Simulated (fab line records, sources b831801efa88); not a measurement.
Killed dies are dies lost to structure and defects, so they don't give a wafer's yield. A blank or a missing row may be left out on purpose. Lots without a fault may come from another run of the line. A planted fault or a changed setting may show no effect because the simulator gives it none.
Which tool did it? | flow gf180mcu | 12 lots, 36 wafers sampled, at 6 steps of a route of 602

WHAT THE GAUGES READ, wafer by wafer
GF_V2_THK_MEAS_01. Usual: V2_CVD_00_THK 600 nm, standard deviation 8.
lot  | measured     | on            | V2_CVD_00_THK (nm) | flag
L279 | day 19 07:13 | film_metro-02 | 595 601 590        |
L280 | day 19 18:33 | film_metro-02 | 589 611 590        |
L282 | day 20 20:08 | film_metro-02 | 606 611 608        |
L283 | day 21 03:58 | film_metro-02 | 610 605 618        |
L284 | day 21 11:43 | film_metro-04 | 590 610 604        |
L286 | day 22 03:50 | film_metro-01 | 592 607 592        |
L295 | day 25 15:02 | film_metro-02 | 596 598 595        |
L297 | day 26 00:49 | film_metro-02 | 597 599 604        |
L298 | day 26 08:01 | film_metro-02 | 603 610 603        |
L299 | day 26 09:04 | film_metro-02 | 606 591 598        |
L300 | day 26 21:14 | film_metro-02 | 600 594 602        |
L301 | day 26 23:53 | film_metro-01 | 599 588 596        |

GF_V2_THK_MEAS_03. Usual: V2_CVD_02_THK 851 nm, standard deviation 11.
lot  | measured     | on            | V2_CVD_02_THK (nm) | flag
L279 | day 19 07:21 | film_metro-01 | 846 851 856        |
L280 | day 19 18:41 | film_metro-04 | 831 853 871        |
L282 | day 20 20:16 | film_metro-01 | 838 855 859        |
L283 | day 21 04:06 | film_metro-02 | 838 835 854        |
L284 | day 21 11:52 | film_metro-01 | 838 838 844        |
L286 | day 22 03:58 | film_metro-02 | 836 842 845        |
L295 | day 25 15:10 | film_metro-01 | 849 852 846        |
L297 | day 26 00:57 | film_metro-04 | 850 854 839        |
L298 | day 26 08:08 | film_metro-01 | 837 848 860        |
L299 | day 26 09:11 | film_metro-04 | 852 837 858        |
L300 | day 26 21:28 | film_metro-01 | 839 849 847        |
L301 | day 27 00:01 | film_metro-01 | 843 852 863        |

GF_M3_RS_MEAS_05: measures by four-point-probe. Usual: M3_ALCU_RS 0.0701 ohm/sq, standard deviation 0.0009.
lot  | measured     | on            | M3_ALCU_RS (ohm/sq)  | flag
L279 | day 20 09:31 | film_metro-02 | 0.0704 0.0702 0.0704 |
L280 | day 20 20:37 | film_metro-03 | 0.0710 0.0713 0.0715 |
L282 | day 21 21:52 | film_metro-04 | 0.0689 0.0702 0.0699 |
L283 | day 22 05:37 | film_metro-03 | 0.0702 0.0699 0.0704 |
L284 | day 22 13:31 | film_metro-02 | 0.0695 0.0683 0.0697 |
L286 | day 23 05:28 | film_metro-03 | 0.0705 0.0661 0.0709 |
L295 | day 26 14:20 | film_metro-03 | 0.0696 0.0716 0.0695 |
L297 | day 27 00:05 | film_metro-02 | 0.0720 0.0705 0.0701 |
L298 | day 27 07:04 | film_metro-03 | 0.0685 0.0702 0.0692 |
L299 | day 27 07:34 | film_metro-03 | 0.0700 0.0693 0.0703 |
L300 | day 27 20:15 | film_metro-03 | 0.0688 0.0686 0.0684 |
L301 | day 27 22:44 | film_metro-02 | 0.0699 0.0703 0.0707 |

GF_M3_THK_MEAS_06: measures by xrf. Usual: M3_ALCU_THK 453 nm, standard deviation 6.3.
lot  | measured     | on            | M3_ALCU_THK (nm) | flag
L279 | day 20 09:38 | film_metro-02 | 450 450 450      |
L280 | day 20 20:44 | film_metro-03 | 452 450 450      |
L282 | day 21 21:59 | film_metro-04 | 459 453 454      |
L283 | day 22 05:44 | film_metro-03 | 455 456 453      |
L284 | day 22 13:38 | film_metro-02 | 454 460 453      |
L286 | day 23 05:35 | film_metro-03 | 452 480 451      |
L295 | day 26 14:26 | film_metro-03 | 460 447 461      |
L297 | day 27 00:13 | film_metro-02 | 445 451 454      |
L298 | day 27 07:11 | film_metro-03 | 465 455 462      |
L299 | day 27 07:41 | film_metro-03 | 455 462 454      |
L300 | day 27 20:22 | film_metro-03 | 464 464 465      |
L301 | day 27 22:51 | film_metro-02 | 456 454 454      |

WHICH TOOL RAN EACH LOT (tool, then ch and the chambers of the sampled wafers, then the start)
lot  | GF_M3_SPUTTER_01             | GF_M3_SPUTTER_02
L279 | pvd_sputter-01, day 20 09:23 | pvd_sputter-01, day 20 09:25
L280 | pvd_sputter-01, day 20 20:29 | pvd_sputter-01, day 20 20:31
L282 | pvd_sputter-02, day 21 21:44 | pvd_sputter-02, day 21 21:46
L283 | pvd_sputter-03, day 22 05:30 | pvd_sputter-03, day 22 05:32
L284 | pvd_sputter-03, day 22 13:23 | pvd_sputter-03, day 22 13:25
L286 | pvd_sputter-03, day 23 05:20 | pvd_sputter-03, day 23 05:22
L295 | pvd_sputter-03, day 26 14:11 | pvd_sputter-03, day 26 14:13
L297 | pvd_sputter-02, day 26 23:58 | pvd_sputter-02, day 27 00:00
L298 | pvd_sputter-03, day 27 06:56 | pvd_sputter-03, day 27 06:58
L299 | pvd_sputter-01, day 27 07:26 | pvd_sputter-01, day 27 07:28
L300 | pvd_sputter-03, day 27 20:07 | pvd_sputter-03, day 27 20:10
L301 | pvd_sputter-03, day 27 22:37 | pvd_sputter-03, day 27 22:38
- GF_M3_SPUTTER_01: material TiN, target thk 30 nm, time 25 s.
- GF_M3_SPUTTER_02: material AlCu, target thk 450 nm, time 23.9 s.

WHAT THE TOOLS THEMSELVES READ (means of the sampled wafers that have a number; where no wafer has one, the mark that the record gives instead)
GF_M3_SPUTTER_01. Usual: cathode_dc_power_W 6500.0 W, standard deviation 1.3; throttle_valve_pct 29.9 %, standard deviation 0.9.
lot  | tool           | cathode_dc_power_W (W) | throttle_valve_pct (%) | flag
L279 | pvd_sputter-01 | 6500.2                 | 30.2                   |
L280 | pvd_sputter-01 | 6499.7                 | 29.9                   |
L282 | pvd_sputter-02 | 6499.8                 | 30.7                   |
L283 | pvd_sputter-03 | 6501.7                 | 29.4                   |
L284 | pvd_sputter-03 | 6501.9                 | 29.1                   |
L286 | pvd_sputter-03 | 6500.7                 | 28.9                   |
L295 | pvd_sputter-03 | 6500.8                 | 28.7                   |
L297 | pvd_sputter-02 | 6499.8                 | 29.7                   |
L298 | pvd_sputter-03 | 6499.0                 | 29.5                   |
L299 | pvd_sputter-01 | 6499.9                 | 30.1                   |
L300 | pvd_sputter-03 | 6499.0                 | 29.1                   |
L301 | pvd_sputter-03 | 6500.8                 | 29.8                   |

GF_M3_SPUTTER_02. Usual: cathode_dc_power_W 10600 W, standard deviation 1.9; throttle_valve_pct 29.9 %, standard deviation 0.89.
lot  | tool           | cathode_dc_power_W (W) | throttle_valve_pct (%) | flag
L279 | pvd_sputter-01 | 10601                  | 30.3                   |
L280 | pvd_sputter-01 | 10600                  | 30.1                   |
L282 | pvd_sputter-02 | 10599                  | 30.7                   |
L283 | pvd_sputter-03 | 10600                  | 29.5                   |
L284 | pvd_sputter-03 | 10599                  | 29.3                   |
L286 | pvd_sputter-03 | 10759                  | 29.0                   | OFF
L295 | pvd_sputter-03 | 10600                  | 28.6                   |
L297 | pvd_sputter-02 | 10600                  | 29.8                   |
L298 | pvd_sputter-03 | 10598                  | 29.6                   |
L299 | pvd_sputter-01 | 10599                  | 30.0                   |
L300 | pvd_sputter-03 | 10601                  | 29.3                   |
L301 | pvd_sputter-03 | 10598                  | 29.8                   |

THE ANSWER, worked out from the rows above alone
Rule: a lot is off if the mean of its wafers that have a number lies more than 3 standard deviations from the usual mean. A lot without any number at a reading at which 4 lots or more have one is off too. The other lots that the step has rows for count as sound. The gauges are gone through in route order, then the tools' own readings, and for those a lot's mean is taken as printed above. The first step at which some lot is off is used, and at that step the reading that is off furthest; a lot without a number counts as furthest.
Off: L286, at GF_M3_SPUTTER_02 (cathode_dc_power_W).
A tool fits if, at that step or a process step before it, it ran every lot that is off, and no sound lot after the first of them. None of those tried fits.

WHAT THE SIMULATOR HAD PUT IN
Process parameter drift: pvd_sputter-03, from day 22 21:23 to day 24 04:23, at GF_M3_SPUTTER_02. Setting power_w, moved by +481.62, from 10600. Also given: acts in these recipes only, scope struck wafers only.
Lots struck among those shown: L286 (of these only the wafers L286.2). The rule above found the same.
